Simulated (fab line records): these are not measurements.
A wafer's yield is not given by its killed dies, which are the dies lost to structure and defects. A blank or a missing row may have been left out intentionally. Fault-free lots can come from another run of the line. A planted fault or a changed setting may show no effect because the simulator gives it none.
Problem report in the 8D (eight disciplines) form, filled by code | flow sky130 | the parts of the form that need people (team, actions taken, sign-off) are left out

== 1. THE PROBLEM ==
Mean of stripTimeToEndpointS at SKY_VIA1_STRIP_16: 4.150 s across 6 wafers in 2 lots; on wafers with no fault it is 4.453 s (standard deviation 0.023). That is -13 standard deviations from the usual mean.
The step: strips in O2/N2.
Seen first at day 37 06:17 on plasmaAsher-03, wafer L570.1. At this step, 33 wafers from 11 lots have a number in the record. The rule behind "out" and "out of limits": a value lying over 4 standard deviations away from the usual mean. Any other wafer with a number is counted as sound.

== 2. WHAT IT IS, AND WHAT IT ISN'T ==
question                    | is                             | is not
which readings at this step | stripTimeToEndpointS           | drypumpMotorCurrentA
which lots                  | L570, L571                     | L561, L562, L563, L574, L575, L577, L578, L582, L584
which wafers of those lots  | all that have a number         | -
read on which tools         | plasmaAsher-02, plasmaAsher-03 | plasmaAsher-01
when                        | from day 37 06:17              | up to then (9 sound wafers); but 18 sound wafers of L574, L575, L577, L578, L582, L584 came after

== 3. SUSPECTS, AND WHAT RULES EACH OUT ==
Counting: a tool at any process step up to the reading remains a suspect when it ran all the lots that are out and ran no sound lot after the first of those.
- rieMetal-03 at SKY_METAL1_ETCH_18 (etches BARC in N2/H2, stops on SiO2, time 45.9 s, target depth 60 nm): ruled out as a lasting fault. Sound lots L578 ran on it after its first lot that is out, L570 (day 36 03:04).
- rieDiel-02 at SKY_VIA1_ETCH_15 (etches SiO2 in C4F8/O2/Ar, stops on TiN, target depth 351 nm, time 54 s): ruled out as a lasting fault. Sound lots L584 ran on it after its first lot that is out, L570 (day 37 06:14).
Left after counting: nothing in the record.

== 4. THE CAUSE (what the simulator had put in) ==
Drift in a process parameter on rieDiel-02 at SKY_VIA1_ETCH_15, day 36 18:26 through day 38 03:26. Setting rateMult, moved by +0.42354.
The count ruled it out by mistake, since the rule takes a fault to strike every lot its tool runs from the start of the fault on, and this one did not do so.

== 5. SEQUENCE OF EFFECTS, ordered by route ==
Each row: a reading whose mean over the struck wafers that have a number lies more than 3 standard deviations from the usual. Scope: only readings with a usual standard deviation given in the record; hours: median across lots of the time from each lot's start at the first step in this table that gives one to its start at this step; sigmas: change in usual standard deviations.
hours | step              | reading              | usual      | on struck wafers | change | sigmas
0     | SKY_VIA1_STRIP_16 | oesProductAu         | 0.416 a.u. | 0.402            | -0.014 | -3.1
0     | SKY_VIA1_STRIP_16 | stripTimeToEndpointS | 4.453 s    | 4.150            | -0.303 | -13
The process steps in it:
- SKY_VIA1_STRIP_16: strips in O2/N2.

== 6. HOW IT WOULD HAVE BEEN CAUGHT EARLIER ==
First out-of-limits reading in this record: day 37 06:17, which is 12 hours after fault onset at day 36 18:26.
Tool readings at SKY_VIA1_ETCH_15 with a usual standard deviation given in the record: none out on any struck wafer, hence no alarm at a limit of 4 standard deviations on them.
